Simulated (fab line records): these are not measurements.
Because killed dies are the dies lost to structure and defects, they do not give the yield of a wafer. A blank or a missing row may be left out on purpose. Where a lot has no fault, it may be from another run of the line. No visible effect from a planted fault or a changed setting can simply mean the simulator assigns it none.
fab line records	flow sky130
record: lots: 10	wafers: 30	last-day: 49
route steps=708 shown VIA2@520 VIA3@575 PAD_OPEN@708
lots that met no fault: taken from a fault-free run of the same line
start-h: hours from the record's first day to the start of the lot's first wafer shown	wait-h: hours since the lot's step before	" unchanged from the row above	L1.1+2: one row covering several wafers at once	- either no value or no given start	* or withheld: withheld	< > ~ a bound
route shown NAME@n: NAME is a module with steps in the file, n the number in the route of the first one	usual: average and standard deviation across the fault-free wafers	same: alike in all rows	chamber/n: place in a boat	sites: the reading at each site	_std_site: the standard deviation of these	_edge_site: outer sites' mean less inner sites'	radius-mm: for every site, how far away it sits from the centre of the wafer	mask NAME#n: copy n	behind: tool/chamber where the wafer was last shaped	hold: what put the lot on hold/how long, in hours/how the hold closed	device: the transistor (n, p or np) that didn't switch	end of line: the route-end tests of the same wafers	a step given without rows: its recipe and nothing more	killed: dies that structure and defects cost at the first sort, which is not the same as the wafer's yield	map: the dies of a wafer, with x for killed, . for not killed, _ for no die there
set.NAME: the run value of the setting; set.NAME@STEP: its run value at that earlier step	model.NAME: the simulator's own value behind a step, which no gauge read
route steps across a sampled set of lots; one table per step, one row per wafer
services: when a tool's chamber went out of use (start-h, in hours from the record's first day, below 0 if earlier), for how many hours, and the reason
== steps ==
step: SKY_VIA2_OVL_MEAS_13
usual: VIA2_OVL: 3/5
lot.wafer	tool	chamber	start-h	wait-h	VIA2_OVL[nm]
L988.1	overlay-02	-	877.54	0.1	0
L988.4	"	-	"	"	-8
L988.5	"	-	"	"	0
L991.1	overlay-01	-	898.19	0.1	2
L991.2	"	-	"	"	0
L991.4	"	-	"	"	9
L992.4	overlay-01	-	904.69	0.1	4
L992.5	"	-	"	"	3
L992.6	"	-	"	"	1
L994.2	overlay-01	-	914.77	0.1	-10
L994.3	"	-	"	"	0
L994.5	"	-	"	"	2
L996.3	overlay-02	-	935.26	0.1	0
L996.4	"	-	"	"	-6
L996.6	"	-	"	"	-1
L997.1	overlay-02	-	937.19	0.1	7
L997.4	"	-	"	"	5
L997.5	"	-	"	"	3
L998.2	overlay-01	-	942.22	0.1	11
L998.3	"	-	"	"	9
L998.5	"	-	"	"	16
L100.2	overlay-02	-	960.26	0.1	-1
L100.3	"	-	"	"	-5
L100.4	"	-	"	"	9
L103.1	overlay-02	-	974.45	0.1	-1
L103.4	"	-	"	"	-1
L103.5	"	-	"	"	-3
L104.1	overlay-02	-	984.50	0.1	4
L104.2	"	-	"	"	4
L104.4	"	-	"	"	8
step: SKY_VIA2_ETCH_14
recipe: chemistry: N2/H2	target: BARC	ion-energy-ev: 200	source-w: 500	bias-w: 100	pressure-mtorr: 30	n2-flow-sccm: 100	h2-flow-sccm: 200	stop-on: SiO2	time-s: 45.9	target-depth-a: 600
usual: drypump-motor-current-A: 5.7/0.43	oes-product-au: 0.854/0.0049	throttle-valve-pct: 13.226/0.0092
lot.wafer	tool	chamber	start-h	wait-h	drypump-motor-current-A	oes-product-au	rf-hours-counter-h	throttle-valve-pct
L988.1	rie-diel-02	3	877.57	0.0	5.6	0.857	14	13.224
L988.4	"	1	"	"	5.6	0.851	12	13.227
L988.5	"	1	"	"	5.7	0.849	-	13.223
L991.1	rie-diel-01	2	898.22	0.0	5.1	0.854	13	13.236
L991.2	"	1	"	"	5.1	0.843	3	13.226
L991.4	"	0	"	"	6.1	0.856	7	13.226
L992.4	rie-diel-02	0	904.71	0.0	6.1	0.860	16	13.240
L992.5	"	2	"	"	5.6	0.851	-	13.229
L992.6	"	3	"	"	5.6	0.863	-	13.240
L994.2	rie-diel-01	0	914.80	0.0	6.1	0.858	7	13.233
L994.3	"	2	"	"	5.1	0.853	14	13.227
L994.5	"	0	"	"	6.1	0.849	-	13.212
L996.3	rie-diel-04	2	935.29	0.0	6.1	0.856	6	13.202
L996.4	"	1	"	"	5.0	0.859	24	13.224
L996.6	"	0	"	"	6.0	0.856	-	13.215
L997.1	rie-diel-04	1	937.22	0.0	5.0	0.856	24	13.222
L997.4	"	1	"	"	5.0	0.851	-	13.227
L997.5	"	2	"	"	6.2	0.858	-	13.221
L998.2	rie-diel-02	1	942.25	0.0	5.6	0.853	14	13.224
L998.3	"	3	"	"	5.7	0.848	16	13.230
L998.5	"	1	"	"	5.6	0.851	-	13.225
L100.2	rie-diel-01	2	960.29	0.0	5.1	0.850	15	13.226
L100.3	"	3	"	"	6.0	0.857	15	13.223
L100.4	"	1	"	"	5.1	0.847	5	13.223
L103.1	rie-diel-01	2	974.49	0.0	5.2	0.846	15	13.223
L103.4	"	1	"	"	5.1	0.852	6	13.219
L103.5	"	1	"	"	5.1	0.860	-	13.222
L104.1	rie-diel-02	0	984.54	0.0	6.1	0.867	19	13.219
L104.2	"	2	"	"	5.6	0.854	25	13.233
L104.4	"	3	"	"	5.6	0.850	17	13.219
step: SKY_VIA2_CVD_21
recipe: material: W	target-thk-nm: 420	time-s: 126.4	temp-c: 400	pressure-torr: 40
usual: chamber-pressure-Torr: 40.00/0.087	heater-power-w: 801/58
lot.wafer	tool	chamber	start-h	wait-h	chamber-pressure-Torr	heater-power-w
L988.1	cvd-w-02	0	878.33	0.0	40.11	769
L988.4	"	1	"	"	40.00	912
L988.5	"	0	"	"	40.10	766
L991.1	cvd-w-01	0	898.98	0.0	39.96	755
L991.2	"	1	"	"	39.96	807
L991.4	"	0	"	"	39.90	775
L992.4	cvd-w-01	1	905.52	0.1	39.99	795
L992.5	"	0	"	"	39.90	779
L992.6	"	1	"	"	40.13	817
L994.2	cvd-w-01	1	915.55	0.0	40.08	809
L994.3	"	0	"	"	39.92	796
L994.5	"	1	"	"	40.02	802
L996.3	cvd-w-01	1	936.18	0.1	39.89	809
L996.4	"	0	"	"	39.99	762
L996.6	"	0	"	"	39.91	773
L997.1	cvd-w-01	0	938.41	0.0	40.03	771
L997.4	"	1	"	"	39.94	812
L997.5	"	0	"	"	40.06	763
L998.2	cvd-w-01	0	943.00	0.0	40.05	777
L998.3	"	1	"	"	39.97	815
L998.5	"	1	"	"	39.95	812
L100.2	cvd-w-01	0	961.04	0.0	40.14	782
L100.3	"	1	"	"	39.95	826
L100.4	"	0	"	"	40.05	763
L103.1	cvd-w-02	1	975.27	0.0	40.03	873
L103.4	"	1	"	"	40.02	889
L103.5	"	1	"	"	40.02	860
L104.1	cvd-w-01	1	985.29	0.0	40.03	834
L104.2	"	0	"	"	39.96	772
L104.4	"	1	"	"	39.95	792
step: SKY_VIA3_CMP_02
recipe: material: SiO2	down-force-psi: 4	platen-rpm: 60	pad-velocity-m-s: 0.94248
usual: edge-zone-pressure-frac: 1.000/0.0052	motor-current-A: 12.0/0.91	slurry-flow-ml-min: 150.0/0.41
lot.wafer	tool	chamber	start-h	wait-h	edge-zone-pressure-frac	motor-current-A	slurry-flow-ml-min
L988.1	cmp-02	2	931.41	0.1	1.000	11.3	150.3
L988.4	"	3	"	"	0.995	10.7	150.3
L988.5	"	3	"	"	0.990	10.2	150.3
L991.1	cmp-02	0	951.56	0.1	1.000	12.0	149.3
L991.2	"	1	"	"	1.000	12.0	149.9
L991.4	"	2	"	"	1.005	12.4	150.2
L992.4	cmp-01	3	957.62	0.2	1.007	11.6	149.6
L992.5	"	0	"	"	0.992	13.9	149.6
L992.6	"	1	"	"	1.001	11.6	149.5
L994.3	cmp-01	2	968.30	0.0	1.007	12.5	150.0
L994.2	"	1	"	"	0.998	11.7	149.7
L994.5	"	3	"	"	0.995	11.8	149.6
L996.4	cmp-01	1	987.22	0.1	1.003	11.4	150.1
L996.3	"	2	"	"	1.000	12.7	149.6
L996.6	"	0	"	"	0.999	13.2	150.0
L997.1	cmp-02	1	989.63	0.1	1.002	11.5	150.3
L997.4	"	2	"	"	1.012	12.6	149.4
L997.5	"	0	"	"	1.003	11.9	150.5
L998.3	cmp-01	1	992.97	0.1	0.987	10.9	149.6
L998.2	"	3	"	"	0.990	12.1	149.8
L998.5	"	0	"	"	0.996	13.4	149.6
L100.4	cmp-01	1	1010.79	0.0	1.000	10.7	150.0
L100.2	"	3	"	"	0.993	12.6	149.8
L100.3	"	0	"	"	1.000	13.5	149.6
L103.4	cmp-02	2	1024.57	0.0	1.003	12.1	150.4
L103.1	"	1	"	"	1.004	12.4	149.5
L103.5	"	2	"	"	1.007	12.6	150.3
L104.2	cmp-02	2	1034.92	0.0	1.007	12.4	149.8
L104.4	"	0	"	"	1.006	12.7	149.9
L104.1	"	1	"	"	1.012	11.5	150.8
step: SKY_VIA3_BOW_MEAS_03
recipe: mode: bow
usual: VIA3_BOW: 81/7.2
lot.wafer	tool	chamber	start-h	wait-h	hold	VIA3_BOW[um]
L988.1	film-metro-02	-	931.71	0.2	-	86
L988.4	"	-	"	"	-	82
L988.5	"	-	"	"	-	74
L991.1	film-metro-01	-	951.81	0.2	-	83
L991.2	"	-	"	"	-	75
L991.4	"	-	"	"	-	77
L992.4	film-metro-02	-	957.83	0.2	-	74
L992.5	"	-	"	"	-	79
L992.6	"	-	"	"	-	96
L994.2	film-metro-01	-	968.62	0.1	-	93
L994.3	"	-	"	"	-	101
L994.5	"	-	"	"	-	93
L996.3	film-metro-04	-	987.46	0.1	-	95
L996.4	"	-	"	"	-	79
L996.6	"	-	"	"	-	83
L997.1	film-metro-01	-	989.83	0.1	-	83
L997.4	"	-	"	"	-	81
L997.5	"	-	"	"	-	84
L998.2	film-metro-02	-	993.24	0.1	-	88
L998.3	"	-	"	"	-	83
L998.5	"	-	"	"	-	80
L100.2	film-metro-02	-	1011.11	0.2	await-dispo/0.2h/release	79
L100.3	"	-	"	"	await-dispo/0.2h/release	72
L100.4	"	-	"	"	await-dispo/0.2h/release	76
L100.2	film-metro-02	-	1011.39	0.3	-	-
L100.3	"	-	"	"	-	-
L100.4	"	-	"	"	-	-
L103.1	film-metro-04	-	1024.87	0.1	-	79
L103.4	"	-	"	"	-	88
L103.5	"	-	"	"	-	91
L104.1	film-metro-02	-	1035.22	0.1	-	76
L104.2	"	-	"	"	-	66
L104.4	"	-	"	"	-	85
step: SKY_VIA3_ETCH_15
recipe: target: SiO2	chemistry: C4F8/O2/Ar	target-depth-nm: 507	stop-on: TiN	mask-material: KrF-thick	source-w: 1500	bias-w: 1200	pressure-mtorr: 40	c4f8-flow-sccm: withheld	O2_flow_sccm: 6	Ar_flow_sccm: 300	time-s: 78
usual: oes-product-au: 0.946/0.0045
lot.wafer	tool	chamber	start-h	wait-h	oes-product-au	rf-hours-counter-h
L988.1	rie-diel-02	0	956.78	0.0	0.946	18
L988.4	"	1	"	"	0.948	14
L988.5	"	0	"	"	0.957	-
L991.1	rie-diel-02	2	976.21	0.0	0.944	25
L991.2	"	3	"	"	0.950	17
L991.4	"	0	"	"	0.951	19
L992.4	rie-diel-03	2	981.98	0.0	0.950	6
L992.5	"	2	"	"	0.941	-
L992.6	"	1	"	"	0.946	-
L994.2	rie-diel-03	1	991.68	0.0	0.942	10
L994.3	"	2	"	"	0.947	6
L994.5	"	0	"	"	0.946	-
L996.3	rie-diel-03	0	1011.26	0.0	0.952	14
L996.4	"	1	"	"	0.946	11
L996.6	"	3	"	"	0.949	-
L997.1	rie-diel-04	0	1012.91	0.0	0.948	9
L997.4	"	1	"	"	0.943	28
L997.5	"	2	"	"	0.931	-
L998.2	rie-diel-02	2	1016.58	0.0	0.954	26
L998.3	"	0	"	"	0.947	20
L998.5	"	2	"	"	0.947	-
L100.2	rie-diel-02	1	1033.88	0.0	0.945	16
L100.3	"	2	"	"	0.990	26
L100.4	"	3	"	"	0.946	19
L103.1	rie-diel-03	3	1048.42	0.0	0.941	23
L103.4	"	0	"	"	0.940	15
L103.5	"	3	"	"	0.942	-
L104.1	rie-diel-03	2	1057.66	0.0	0.947	8
L104.2	"	1	"	"	0.941	12
L104.4	"	0	"	"	0.953	15
step: SKY_PAD_OPEN_PROBE_99
usual: defect-limited-yield: 82.7/1.9	killed_at_M0_to_M3: 43/7.3	killed_at_M4_up: 3.1/1.7	killed-at-contacts: 25/5.3	killed-at-front-end: 14/4.1	killed-at-other: 0.3/0.56	killed-dies: 85/9.4	killed-open: 46/7.4	killed-short: 38/5.8	sort_bin_3_pad_short: 0.8/0.4	sort_bin_5_function: 10.2/1.5	sort_bin_6_memory: 6.2/1.2	sort-n-pass: 407/9.4	sort-yield-pct: 82.7/1.9
same: gross-dies: 492	killed-at-back-side: 0	sort_bin_4_leakage[%]: 0	sort_bin_8_speed[%]: 0
lot.wafer	tool	chamber	start-h	wait-h	defect-limited-yield[%]	killed_at_M0_to_M3	killed_at_M4_up	killed-at-contacts	killed-at-front-end	killed-at-other	killed-dies	killed-open	killed-short	sort_bin_3_pad_short[%]	sort_bin_5_function[%]	sort_bin_6_memory[%]	sort-n-pass	sort-yield-pct[%]
L103.1	prober-01	-	1176.09	0.1	84.1	32	2	35	9	0	78	42	36	0.8	8.3	6.7	414	84.1
L103.4	prober-01	-	1176.24	0.2	84.6	25	3	22	26	0	76	39	37	0.6	9.3	5.5	416	84.6
L103.5	prober-01	-	1176.29	0.2	83.9	40	3	25	11	0	79	47	32	0.2	9.1	6.7	413	83.9
killed by level:class
L103.1 CONTACT:geometric-particle:open=11 CONTACT:geometric-particle:short=8 LI_CONTACT:geometric-particle:open=7 VIA1:geometric-particle:open=6 VIA2:geometric-particle:open=6 LI_CONTACT:geometric-particle:short=5 VIA1:geometric-particle:short=5 VIA3:geometric-particle:open=4
L103.4 FIELD_ISO:geometric-particle:short=8 LI_CONTACT:geometric-particle:open=7 CONTACT:geometric-particle:open=7 POLY_GATE:geometric-particle:open=5 VIA1:geometric-particle:open=5 POLY_GATE:geometric-particle:short=4 CONTACT:geometric-particle:short=4 METAL2:geometric-particle:short=4
L103.5 METAL2:geometric-particle:short=10 LI_CONTACT:geometric-particle:open=8 CONTACT:geometric-particle:open=8 LOCAL_INTERCONNECT:geometric-particle:short=7 VIA1:geometric-particle:open=6 VIA2:geometric-particle:open=6 METAL1:geometric-particle:short=5 FIELD_ISO:geometric-particle:open=4
== services ==
tool	chamber	start-h	hours	kind
rie-diel-01	1	854.74	9.0	repair
cvd-w-01	-	854.92	3.8	pm
cvd-w-01	-	865.33	14.6	pm
cmp-01	-	874.98	3.9	repair
rie-diel-04	-	892.11	28.1	pm
cmp-01	-	894.80	0.4	repair
cmp-02	-	913.47	4.0	pm
cmp-01	-	915.26	5.1	repair
rie-diel-01	3	917.23	13.5	repair
cmp-02	-	920.47	6.3	pm
rie-diel-01	0	921.76	1.3	repair
cvd-w-01	-	925.99	6.0	pm
rie-diel-03	3	931.70	5.5	repair
rie-diel-04	0	937.20	15.7	repair
rie-diel-04	3	944.74	5.1	repair
cmp-01	-	951.11	1.2	repair
rie-diel-04	3	957.27	6.1	repair
rie-diel-02	-	959.69	2.8	pm
rie-diel-02	3	979.19	4.8	repair
rie-diel-02	1	1013.81	16.5	repair
cmp-01	-	1017.35	0.9	repair
rie-diel-02	0	1028.69	2.1	repair
cmp-01	-	1052.90	5.4	repair
rie-diel-02	2	1057.00	4.5	repair
== key ==
first-sign: step: SKY_VIA3_BOW_MEAS_03	reading: visit	direction: added
effect: step: SKY_VIA3_ETCH_15	reading: oes-product-au	direction: up	sigmas: 9.9	usual: 0.946	struck: 0.990
met-at SKY_VIA3_CMP_02
struck-lots L100
struck-wafers L100.3
not-acting-at SKY_VIA2_OVL_MEAS_13,SKY_VIA2_ETCH_14,SKY_VIA2_CVD_21
onset-between 992.97 1010.79
fault: kind: process-parameter-drift	tool: cmp-01	chamber: -	onset-h: 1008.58	steps: SKY_VIA3_CMP_02	channel: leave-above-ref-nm	offset: 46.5	shape: step	end-h: 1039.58	scope: struck-wafers-only	acts-in: these-recipes-only	stated: 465
